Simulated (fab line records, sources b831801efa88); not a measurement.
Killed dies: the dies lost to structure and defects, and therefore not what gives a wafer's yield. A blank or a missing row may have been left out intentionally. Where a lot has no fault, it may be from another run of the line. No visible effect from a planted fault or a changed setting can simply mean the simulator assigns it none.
A sampling plan put to the test | flow sky130 | one line in one fab, 45 faults in these records, each fault weighed on the records of the lots it struck
The line's own looks make up the plan; these are the steps of the route where a gauge or inspection reads the wafer and leaves it unchanged. A look is open to judgement when struck wafers have a number at it and the file gives its usual mean and standard deviation on fault-free wafers. Caught: a look later than the fault's first step finds the struck wafers' mean 4 or more of those standard deviations (sigma) from the usual mean. On the tool: the test repeated on the tool's own readings taken at the fault's steps. It also counts as caught if the struck wafers ran another recipe or if their record alone is blank.

== THE FAULTS, as the simulator had put them in ==
1. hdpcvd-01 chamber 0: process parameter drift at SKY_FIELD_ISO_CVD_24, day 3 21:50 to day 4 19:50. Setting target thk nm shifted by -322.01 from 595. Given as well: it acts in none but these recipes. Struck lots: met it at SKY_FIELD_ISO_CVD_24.
2. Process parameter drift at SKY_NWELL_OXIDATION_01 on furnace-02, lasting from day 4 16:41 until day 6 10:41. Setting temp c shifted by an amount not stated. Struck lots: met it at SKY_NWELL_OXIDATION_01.
3. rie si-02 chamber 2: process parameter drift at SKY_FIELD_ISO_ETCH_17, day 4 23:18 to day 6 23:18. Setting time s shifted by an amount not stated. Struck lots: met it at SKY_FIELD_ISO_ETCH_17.
4. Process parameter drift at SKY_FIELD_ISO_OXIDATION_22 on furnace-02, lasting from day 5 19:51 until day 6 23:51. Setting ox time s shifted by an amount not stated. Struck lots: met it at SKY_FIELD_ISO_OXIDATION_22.
5. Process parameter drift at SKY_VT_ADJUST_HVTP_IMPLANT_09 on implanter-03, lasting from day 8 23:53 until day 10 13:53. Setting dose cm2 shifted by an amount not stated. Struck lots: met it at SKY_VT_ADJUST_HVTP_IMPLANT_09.
6. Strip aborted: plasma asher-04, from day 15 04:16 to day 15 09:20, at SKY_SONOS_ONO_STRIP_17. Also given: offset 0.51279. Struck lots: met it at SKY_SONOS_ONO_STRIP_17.
7. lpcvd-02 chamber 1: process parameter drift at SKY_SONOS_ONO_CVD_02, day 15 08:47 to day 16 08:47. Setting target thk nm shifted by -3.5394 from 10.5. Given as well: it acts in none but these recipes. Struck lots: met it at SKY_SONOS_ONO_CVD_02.
8. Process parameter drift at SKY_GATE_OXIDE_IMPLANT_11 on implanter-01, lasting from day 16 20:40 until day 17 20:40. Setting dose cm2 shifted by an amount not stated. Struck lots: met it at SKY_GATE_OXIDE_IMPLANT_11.
9. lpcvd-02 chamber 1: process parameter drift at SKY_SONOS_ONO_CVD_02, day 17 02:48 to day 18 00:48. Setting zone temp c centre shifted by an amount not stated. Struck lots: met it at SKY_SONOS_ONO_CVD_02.
10. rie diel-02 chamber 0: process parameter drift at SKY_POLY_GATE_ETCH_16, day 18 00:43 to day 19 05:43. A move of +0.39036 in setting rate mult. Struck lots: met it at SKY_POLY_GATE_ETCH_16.
11. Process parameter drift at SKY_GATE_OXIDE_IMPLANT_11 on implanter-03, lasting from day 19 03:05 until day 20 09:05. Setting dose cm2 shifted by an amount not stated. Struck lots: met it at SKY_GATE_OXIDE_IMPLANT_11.
12. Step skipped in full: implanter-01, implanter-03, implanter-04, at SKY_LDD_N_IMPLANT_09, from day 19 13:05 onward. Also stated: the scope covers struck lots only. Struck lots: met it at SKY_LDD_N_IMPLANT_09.
13. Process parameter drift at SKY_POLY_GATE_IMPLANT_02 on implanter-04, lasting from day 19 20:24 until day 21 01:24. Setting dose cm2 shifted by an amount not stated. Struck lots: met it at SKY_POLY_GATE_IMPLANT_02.
14. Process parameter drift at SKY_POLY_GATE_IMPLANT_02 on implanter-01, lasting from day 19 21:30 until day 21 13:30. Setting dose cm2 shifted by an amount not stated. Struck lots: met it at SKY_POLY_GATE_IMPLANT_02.
15. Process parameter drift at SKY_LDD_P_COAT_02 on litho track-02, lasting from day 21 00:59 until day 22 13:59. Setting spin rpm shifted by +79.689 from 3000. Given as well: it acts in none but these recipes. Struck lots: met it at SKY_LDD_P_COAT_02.
16. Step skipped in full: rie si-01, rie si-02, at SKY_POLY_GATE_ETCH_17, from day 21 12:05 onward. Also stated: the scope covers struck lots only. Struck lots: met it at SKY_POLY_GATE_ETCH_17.
17. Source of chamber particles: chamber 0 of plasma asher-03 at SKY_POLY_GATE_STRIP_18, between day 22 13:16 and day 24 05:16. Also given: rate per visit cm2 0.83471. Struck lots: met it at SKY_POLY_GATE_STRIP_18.
18. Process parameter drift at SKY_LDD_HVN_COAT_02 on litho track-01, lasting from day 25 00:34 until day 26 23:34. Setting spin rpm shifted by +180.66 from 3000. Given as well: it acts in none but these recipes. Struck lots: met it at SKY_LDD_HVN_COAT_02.
19. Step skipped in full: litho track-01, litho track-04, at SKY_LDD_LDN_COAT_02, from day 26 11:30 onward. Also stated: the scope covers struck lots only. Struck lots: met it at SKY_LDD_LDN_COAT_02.
20. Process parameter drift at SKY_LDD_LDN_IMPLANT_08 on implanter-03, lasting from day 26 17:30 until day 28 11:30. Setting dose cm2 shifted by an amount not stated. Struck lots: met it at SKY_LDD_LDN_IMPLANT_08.
21. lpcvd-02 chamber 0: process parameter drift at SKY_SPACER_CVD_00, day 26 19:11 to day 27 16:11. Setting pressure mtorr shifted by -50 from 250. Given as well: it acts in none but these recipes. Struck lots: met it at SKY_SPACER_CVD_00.
22. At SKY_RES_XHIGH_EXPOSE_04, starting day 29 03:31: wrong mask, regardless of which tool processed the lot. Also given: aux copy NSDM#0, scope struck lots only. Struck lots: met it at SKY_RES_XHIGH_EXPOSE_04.
23. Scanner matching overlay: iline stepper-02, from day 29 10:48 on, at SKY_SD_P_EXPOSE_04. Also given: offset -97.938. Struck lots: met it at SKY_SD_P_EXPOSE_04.
24. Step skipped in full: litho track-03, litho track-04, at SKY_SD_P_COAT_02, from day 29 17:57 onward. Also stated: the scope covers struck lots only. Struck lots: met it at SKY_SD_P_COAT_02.
25. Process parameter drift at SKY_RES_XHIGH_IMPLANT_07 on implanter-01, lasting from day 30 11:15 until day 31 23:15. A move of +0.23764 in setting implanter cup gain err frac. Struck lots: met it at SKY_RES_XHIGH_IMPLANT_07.
26. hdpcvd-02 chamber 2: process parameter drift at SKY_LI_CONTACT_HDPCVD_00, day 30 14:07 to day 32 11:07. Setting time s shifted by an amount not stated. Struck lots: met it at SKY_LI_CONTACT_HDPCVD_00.
27. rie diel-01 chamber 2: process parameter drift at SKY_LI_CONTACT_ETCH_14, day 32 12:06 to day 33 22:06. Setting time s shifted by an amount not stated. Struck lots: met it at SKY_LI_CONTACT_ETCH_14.
28. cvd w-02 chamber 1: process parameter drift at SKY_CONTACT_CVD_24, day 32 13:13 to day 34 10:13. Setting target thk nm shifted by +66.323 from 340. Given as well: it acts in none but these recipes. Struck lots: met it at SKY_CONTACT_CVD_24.
29. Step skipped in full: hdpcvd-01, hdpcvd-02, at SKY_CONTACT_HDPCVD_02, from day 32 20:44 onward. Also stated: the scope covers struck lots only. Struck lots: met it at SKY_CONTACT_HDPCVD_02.
30. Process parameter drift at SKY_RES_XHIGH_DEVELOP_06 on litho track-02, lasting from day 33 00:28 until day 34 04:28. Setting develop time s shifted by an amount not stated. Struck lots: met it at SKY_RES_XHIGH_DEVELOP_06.
31. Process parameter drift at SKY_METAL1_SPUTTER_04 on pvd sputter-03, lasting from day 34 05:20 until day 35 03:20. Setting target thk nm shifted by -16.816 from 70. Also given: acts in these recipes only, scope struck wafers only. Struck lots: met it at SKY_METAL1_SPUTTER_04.
32. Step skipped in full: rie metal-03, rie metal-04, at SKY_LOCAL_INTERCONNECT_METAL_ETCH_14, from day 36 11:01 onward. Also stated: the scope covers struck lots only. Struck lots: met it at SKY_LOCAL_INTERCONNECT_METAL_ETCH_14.
33. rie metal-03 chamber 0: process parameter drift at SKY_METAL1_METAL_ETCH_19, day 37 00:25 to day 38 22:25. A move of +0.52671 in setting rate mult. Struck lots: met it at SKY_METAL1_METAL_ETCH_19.
34. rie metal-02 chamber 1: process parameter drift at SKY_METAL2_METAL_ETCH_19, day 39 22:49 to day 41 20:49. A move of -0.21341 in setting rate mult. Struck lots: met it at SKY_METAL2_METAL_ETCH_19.
35. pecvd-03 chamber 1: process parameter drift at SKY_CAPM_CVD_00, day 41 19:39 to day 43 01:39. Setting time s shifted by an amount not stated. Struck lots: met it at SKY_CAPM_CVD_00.
36. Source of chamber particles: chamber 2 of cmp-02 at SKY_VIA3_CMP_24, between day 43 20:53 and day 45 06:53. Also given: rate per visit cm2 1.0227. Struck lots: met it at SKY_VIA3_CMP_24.
37. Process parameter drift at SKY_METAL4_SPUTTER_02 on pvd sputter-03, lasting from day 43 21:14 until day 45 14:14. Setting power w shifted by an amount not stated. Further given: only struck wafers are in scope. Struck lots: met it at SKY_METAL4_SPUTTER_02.
38. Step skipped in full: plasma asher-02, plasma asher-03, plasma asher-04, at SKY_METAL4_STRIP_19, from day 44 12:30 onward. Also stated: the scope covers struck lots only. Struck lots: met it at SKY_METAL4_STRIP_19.
39. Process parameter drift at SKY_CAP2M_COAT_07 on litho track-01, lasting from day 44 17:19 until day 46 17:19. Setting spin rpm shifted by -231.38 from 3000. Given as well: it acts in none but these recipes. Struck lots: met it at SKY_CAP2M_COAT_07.
40. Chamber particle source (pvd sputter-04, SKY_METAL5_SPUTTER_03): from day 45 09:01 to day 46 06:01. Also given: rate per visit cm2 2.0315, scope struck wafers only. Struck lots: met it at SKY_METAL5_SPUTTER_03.
41. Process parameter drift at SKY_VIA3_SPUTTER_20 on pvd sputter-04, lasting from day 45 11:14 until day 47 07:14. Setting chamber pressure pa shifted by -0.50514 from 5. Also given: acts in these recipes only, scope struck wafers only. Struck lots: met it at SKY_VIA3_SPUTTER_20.
42. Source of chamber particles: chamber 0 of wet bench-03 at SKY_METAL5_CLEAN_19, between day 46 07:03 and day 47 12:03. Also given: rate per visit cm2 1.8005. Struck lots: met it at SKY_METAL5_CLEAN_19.
43. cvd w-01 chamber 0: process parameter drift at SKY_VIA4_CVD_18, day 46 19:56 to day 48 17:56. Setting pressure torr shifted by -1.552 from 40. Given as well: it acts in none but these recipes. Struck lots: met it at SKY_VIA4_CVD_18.
44. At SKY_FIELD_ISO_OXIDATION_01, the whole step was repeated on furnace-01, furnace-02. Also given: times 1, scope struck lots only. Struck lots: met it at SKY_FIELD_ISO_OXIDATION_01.
45. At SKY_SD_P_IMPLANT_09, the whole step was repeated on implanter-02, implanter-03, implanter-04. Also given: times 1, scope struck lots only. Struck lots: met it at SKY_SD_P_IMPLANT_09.

== WHAT THE PLAN SAW ==
fault | on the tool itself                               | first look that catches it                      | reading, sigma                                             | median hours from its first step to that look | hours from the fault's start to the first struck lot there | judged looks passed uncaught
1     | no reading that can be judged                    | SKY_FIELD_ISO_THK_MEAS_25                       | FIELD_ISO_CVD_24_THK -48                                   | 0.1                                           | 2                                                          | 0
2     | tube center temp C -99 or beyond sigma           | SKY_NWELL_THK_MEAS_02                           | NWELL_OXIDATION_THK -18                                    | 1.4                                           | 3                                                          | 0
3     | run length s -28 sigma                           | no look after it can be judged                  | -                                                          | -                                             | -                                                          | 0
4     | under 2 sigma                                    | SKY_FIELD_ISO_THK_MEAS_23                       | FIELD_ISO_OXIDATION_01_THK -27                             | 1.2                                           | 3                                                          | 0
5     | dose ions cm2 +99 or beyond sigma                | SKY_VT_ADJUST_HVTP_TW_MEAS_11                   | VT_ADJUST_HVTP_TW +54                                      | 0.2                                           | 18                                                         | 0
6     | oes product au +54 sigma                         | no look after it can be judged                  | -                                                          | -                                             | -                                                          | 0
7     | under 2 sigma                                    | SKY_SONOS_ONO_THK_MEAS_03                       | SONOS_ONO_CVD_02_THK -27                                   | 1.1                                           | 17                                                         | 0
8     | dose ions cm2 +79 sigma                          | SKY_GATE_OXIDE_TW_MEAS_14                       | GATE_OXIDE_TW +4.2                                         | 0.4                                           | 4                                                          | 0
9     | zone power centre pct +9.0 sigma                 | SKY_SONOS_ONO_THK_MEAS_03                       | SONOS_ONO_CVD_02_THK +10                                   | 1.1                                           | 4                                                          | 0
10    | under 2 sigma                                    | not the one look that can be judged after it    | -                                                          | -                                             | -                                                          | 1
11    | dose ions cm2 -99 or beyond sigma                | SKY_GATE_OXIDE_TW_MEAS_14                       | GATE_OXIDE_TW -16                                          | 0.3                                           | 11                                                         | 0
12    | the tool's record is blank for the struck wafers | SKY_LDD_N_TW_MEAS_17                            | LDD_N_TW -8.5                                              | 1.1                                           | 20                                                         | 0
13    | dose ions cm2 -99 or beyond sigma                | SKY_RES_PROTECT_TW_MEAS_08                      | POLY_GATE_TW -20                                           | 0.2                                           | 6                                                          | 0
14    | dose ions cm2 -99 or beyond sigma                | no look after it can be judged                  | -                                                          | -                                             | -                                                          | 0
15    | spin speed rpm +37 sigma                         | not the one look that can be judged after it    | -                                                          | -                                             | -                                                          | 1
16    | the tool's record is blank for the struck wafers | not the one look that can be judged after it    | -                                                          | -                                             | -                                                          | 1
17    | under 2 sigma                                    | not the one look that can be judged after it    | -                                                          | -                                             | -                                                          | 1
18    | spin speed rpm +95 sigma                         | none of the 2 looks that can be judged after it | -                                                          | -                                             | -                                                          | 2
19    | the tool's record is blank for the struck wafers | SKY_RES_XHIGH_TW_MEAS_09                        | RES_XHIGH_TW +31                                           | 102.1                                         | 107                                                        | 0
20    | dose ions cm2 -99 or beyond sigma                | SKY_LDD_LDN_TW_MEAS_13                          | LDD_LDN_TW -4.8                                            | 0.7                                           | 4                                                          | 0
21    | pressure mtorr -99 or beyond sigma               | SKY_SPACER_THK_MEAS_01                          | SPACER_CVD_00_THK -7.3                                     | 1.2                                           | 15                                                         | 0
22    | no reading that can be judged                    | SKY_RES_XHIGH_TW_MEAS_09                        | RES_XHIGH_TW -99 or beyond                                 | 14.8                                          | 19                                                         | 0
23    | under 2 sigma                                    | SKY_SD_P_OVL_MEAS_08                            | SD_P_OVL -88                                               | 14.0                                          | 20                                                         | 0
24    | the tool's record is blank for the struck wafers | SKY_RES_XHIGH_TW_MEAS_09                        | RES_XHIGH_TW +99 or beyond                                 | 42.4                                          | 44                                                         | 0
25    | faraday current uA +7.2 sigma                    | SKY_RES_XHIGH_TW_MEAS_09                        | RES_XHIGH_TW -12                                           | 0.2                                           | 23                                                         | 0
26    | run length s +31 sigma                           | SKY_LI_CONTACT_THK_MEAS_01                      | LI_CONTACT_HDPCVD_THK +14                                  | 0.1                                           | 3                                                          | 0
27    | oes product au +36 sigma                         | no look after it can be judged                  | -                                                          | -                                             | -                                                          | 0
28    | under 2 sigma                                    | SKY_CONTACT_RS_MEAS_25                          | CONTACT_W_RS -18                                           | 0.1                                           | 3                                                          | 0
29    | the tool's record is blank for the struck wafers | none of the 3 looks that can be judged after it | strongest: CONTACT_BOW at SKY_CONTACT_BOW_MEAS_05, -2.6    | -                                             | -                                                          | 3
30    | no reading that can be judged                    | SKY_RES_XHIGH_TW_MEAS_09                        | RES_XHIGH_TW -99 or beyond                                 | 0.4                                           | 13                                                         | 0
31    | under 2 sigma                                    | none of the 4 looks that can be judged after it | strongest: METAL1_ALCU_THK at SKY_METAL1_THK_MEAS_06, +2.3 | -                                             | -                                                          | 4
32    | the tool's record is blank for the struck wafers | no look after it can be judged                  | -                                                          | -                                             | -                                                          | 0
33    | under 2 sigma                                    | no look after it can be judged                  | -                                                          | -                                             | -                                                          | 0
34    | under 2 sigma                                    | not the one look that can be judged after it    | -                                                          | -                                             | -                                                          | 1
35    | under 2 sigma                                    | SKY_CAPM_THK_MEAS_01                            | CAPM_CVD_00_THK +4.0                                       | 0.0                                           | 20                                                         | 0
36    | under 2 sigma                                    | none of the 2 looks that can be judged after it | -                                                          | -                                             | -                                                          | 2
37    | cathode dc power W -99 or beyond sigma           | not the one look that can be judged after it    | -                                                          | -                                             | -                                                          | 1
38    | no reading that can be judged                    | no look after it can be judged                  | -                                                          | -                                             | -                                                          | 0
39    | spin speed rpm -99 or beyond sigma               | no look after it can be judged                  | -                                                          | -                                             | -                                                          | 0
40    | under 2 sigma                                    | no look after it can be judged                  | -                                                          | -                                             | -                                                          | 0
41    | chamber pressure pa -51 sigma                    | no look after it can be judged                  | -                                                          | -                                             | -                                                          | 0
42    | no reading that can be judged                    | not the one look that can be judged after it    | -                                                          | -                                             | -                                                          | 1
43    | chamber pressure Torr -17 sigma                  | not the one look that can be judged after it    | -                                                          | -                                             | -                                                          | 1
44    | no reading that can be judged                    | SKY_FIELD_ISO_THK_MEAS_02                       | FIELD_ISO_OXIDATION_00_THK +37                             | 3.9                                           | -                                                          | 0
45    | no reading that can be judged                    | SKY_SD_P_TW_MEAS_11                             | SD_P_TW +16                                                | 0.6                                           | -                                                          | 0
Dash: fault not caught, or number not given in these records.

Caught at a look: 23 of 45. Caught on the tool: 26 of 45. By one or the other: 36 of 45.
Caught on the tool alone: faults 3, 6, 14, 15, 16, 18, 27, 29, 32, 37, 39, 41, 43.
Caught at a look alone: faults 1, 4, 7, 22, 23, 28, 30, 35, 44, 45.
Caught by neither: faults 10, 17, 31, 33, 34, 36, 38, 40, 42.

== THINNER SAMPLING ==
If the look that catches a fault measured only every second or every third lot, by lot number, the first struck lot would be measured this late in the worst case:
fault | struck lots at that look, in order of time | every lot | every second lot | every third lot
1     | L865, L866, L867                           | 2 h       | 9 h              | 14 h
2     | L637, L638                                 | 3 h       | 10 h             | may miss all 2
4     | L396, L400                                 | 3 h       | may miss all 2   | may miss all 2
5     | L552, L555                                 | 18 h      | 37 h             | may miss all 2
7     | L231                                       | 17 h      | may miss it      | may miss it
8     | L243, L245                                 | 4 h       | may miss all 2   | may miss all 2
9     | L792, L793                                 | 4 h       | 17 h             | may miss all 2
11    | L133, L134                                 | 11 h      | 14 h             | may miss all 2
12    | L775, L778, L776                           | 20 h      | 20 h             | may miss all 3
13    | L562, L563                                 | 6 h       | 8 h              | may miss all 2
19    | L890, L891                                 | 107 h     | 119 h            | may miss all 2
20    | L203, L204                                 | 4 h       | 15 h             | may miss all 2
21    | L119                                       | 15 h      | may miss it      | may miss it
22    | L743                                       | 19 h      | may miss it      | may miss it
23    | L118, L119, L121, L122                     | 20 h      | 22 h             | may miss all 4
24    | L859, L860, L861                           | 44 h      | 52 h             | 59 h
25    | L288, L289                                 | 23 h      | 26 h             | may miss all 2
26    | L588, L589, L590                           | 3 h       | 14 h             | 22 h
28    | L996, L100                                 | 3 h       | may miss all 2   | may miss all 2
30    | L872, L871                                 | 13 h      | 14 h             | may miss all 2
35    | L529, L530                                 | 20 h      | 27 h             | may miss all 2
Hours: fault start to first struck lot measured. The test against the limit of 4 sigma pooled every struck wafer, which means one lot taken alone may stay below that limit. Other struck lots may not be in these records.

== THE LONGEST TIMED WAY FROM STEP TO LOOK ==
Fault 19: the median time between SKY_LDD_LDN_COAT_02 and SKY_RES_XHIGH_TW_MEAS_09 is 102.1 hours. No look between them can be judged.
